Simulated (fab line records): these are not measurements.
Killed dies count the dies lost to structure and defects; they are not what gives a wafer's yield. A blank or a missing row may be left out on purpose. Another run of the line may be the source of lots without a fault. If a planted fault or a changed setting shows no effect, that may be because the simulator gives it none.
A struck lot beside a sound one || flow sfqLine || 15 out of 325 route steps
Sound: these wafers, L963.1, L963.4, L963.6. Struck: wafer L958.3 (left out: L958.2, L958.6 of the same lot, which were not struck); the cause appears at the end.
Per side, at each step with rows, come the tool, then ch with its chambers, and then its first start. Under that, the readings that differ: sound wafers || struck wafers || difference of the means || sigmas: that difference in standard deviations of wafers without a fault.
alike: a reading whose means differ by less than 2 such deviations, as well as words and numbers matching on both sides. not compared: withheld readings; readings where some wafer has no value; bounds like >300 that might hide an equal value; numbers whose values overlap and for which the record gives no deviation.
The two part at a step that has a row with sigmas, a row that says differs or no value, or rows on one side only. When numbers do not overlap yet have no deviation, they are printed without sigmas and do not part them. A reading missing from all wafers of one side parts the sides only when that side holds two or more wafers.

first, 1 step without rows for these wafers: SFQ_TRILAYER_M6_STRIP_SOLV_CLEAN_164 (cleans in NMP, time 600 s).
SFQ_TRILAYER_I6_DEP_PECVD_165: deposits SiO2 from SiH4/N2O, time 111.11 s, target thk 500 nm.
  sound on pecvd-02 ch 1,2, day 65 06:29; struck on pecvd-01 ch 2, day 63 08:44
{"reading": "throttleValvePct (%)", "sound": "26.0 25.9 25.6", "struck": 22.5, "difference": -3.3, "sigmas": -2}
  alike: heaterPowerW
SFQ_TRILAYER_I6_CMP_CMP_166: polishes SiO2.
  sound on cmp-01 ch 0,1, day 65 09:28; struck on cmp-01 ch 3, day 63 08:49
  alike: headPressurePsi, motorCurrentA, timeToEndpointS
SFQ_I6_BOW_MEAS_941:
  sound on filmMetro-01, day 65 11:58; struck on filmMetro-01, day 63 11:50
{"reading": "I6_BOW (um)", "sound": "16 25 13", "struck": -5, "difference": -23, "sigmas": -2}
SFQ_TRILAYER_I6_METRO_MEASURE_167:
  sound on filmMetro-01, day 65 12:05; struck on filmMetro-01, day 63 12:08
  alike: thkNm
then, 6 steps without rows for these wafers: SFQ_TRILAYER_I6_VIA_LITHO_COAT_174 (resist thk 62 nm); SFQ_TRILAYER_I6_VIA_LITHO_COAT_169 (resist thk 650 nm); SFQ_TRILAYER_I6_VIA_LITHO_SOFTBAKE_173; SFQ_TRILAYER_I6_VIA_LITHO_EXPOSE_170 (exposes mask I6, target cd 700 nm); SFQ_TRILAYER_I6_VIA_LITHO_PEB_172 (peb time 60 s); SFQ_TRILAYER_I6_VIA_LITHO_DEVELOP_171 (time 60 s).
-- the record jumps here: 4 days lie between the struck wafers' starts before and after --
SFQ_I6_OVL_MEAS_942:
  sound on overlay-01, day 69 09:15; struck on overlay-01, day 67 21:54
  alike: I6_OVL
SFQ_TRILAYER_I6_VIA_BARC_OPEN_VIA_ETCH_235: etches BARC in O2, target depth 125 nm, time 41.7 s.
  sound on rieDiel-03 ch 1,2, day 69 09:17; struck on rieDiel-04 ch 1, day 67 21:56
{"reading": "oesProductAu (a.u.)", "sound": "0.691 0.692 0.680", "struck": 0.592, "difference": -0.096, "sigmas": -21}
{"reading": "runLengthS (s)", "sound": "69.3 69.4 69.7", "struck": 88.9, "difference": "+19.4", "sigmas": "+34"}
{"reading": "model.KrF_of_TRILAYER_I6_VIA_LITHO_COAT_169.thkNm (nm)", "sound": "571.4 570.4 573.1", "struck": 551.3, "difference": -20.3, "sigmas": ""}
  alike: drypumpMotorCurrentA
  not compared: rfHoursCounterH
SFQ_TRILAYER_I6_VIA_ETCH_VIA_ETCH_172: etches SiO2 in CHF3, stops on Nb, target depth 260 nm.
  sound on rieDiel-03 ch 1,2, day 69 09:20; struck on rieDiel-04 ch 1, day 67 21:58
{"reading": "model.KrF_of_TRILAYER_I6_VIA_LITHO_COAT_169.thkNm (nm)", "sound": "527.2 526.8 528.9", "struck": 506.1, "difference": -21.5, "sigmas": ""}
  alike: drypumpMotorCurrentA, oesProductAu
SFQ_TRILAYER_I6_VIA_STRIP_STRIP_173: strips in O2.
  sound on rieMetal-04 ch 0,1, day 69 09:26; struck on rieMetal-04 ch 0, day 67 22:05
  alike: drypumpMotorCurrentA, oesProductAu, platenTempC
  not compared: rfHoursCounterH

WHERE THEY PART
Earliest at SFQ_TRILAYER_I6_DEP_PECVD_165; latest, in this record, at SFQ_TRILAYER_I6_VIA_BARC_OPEN_VIA_ETCH_235. Later steps at which nothing parts them and some readings are alike: SFQ_TRILAYER_I6_VIA_ETCH_VIA_ETCH_172, SFQ_TRILAYER_I6_VIA_STRIP_STRIP_173.

WHY: what had been put in by the simulator
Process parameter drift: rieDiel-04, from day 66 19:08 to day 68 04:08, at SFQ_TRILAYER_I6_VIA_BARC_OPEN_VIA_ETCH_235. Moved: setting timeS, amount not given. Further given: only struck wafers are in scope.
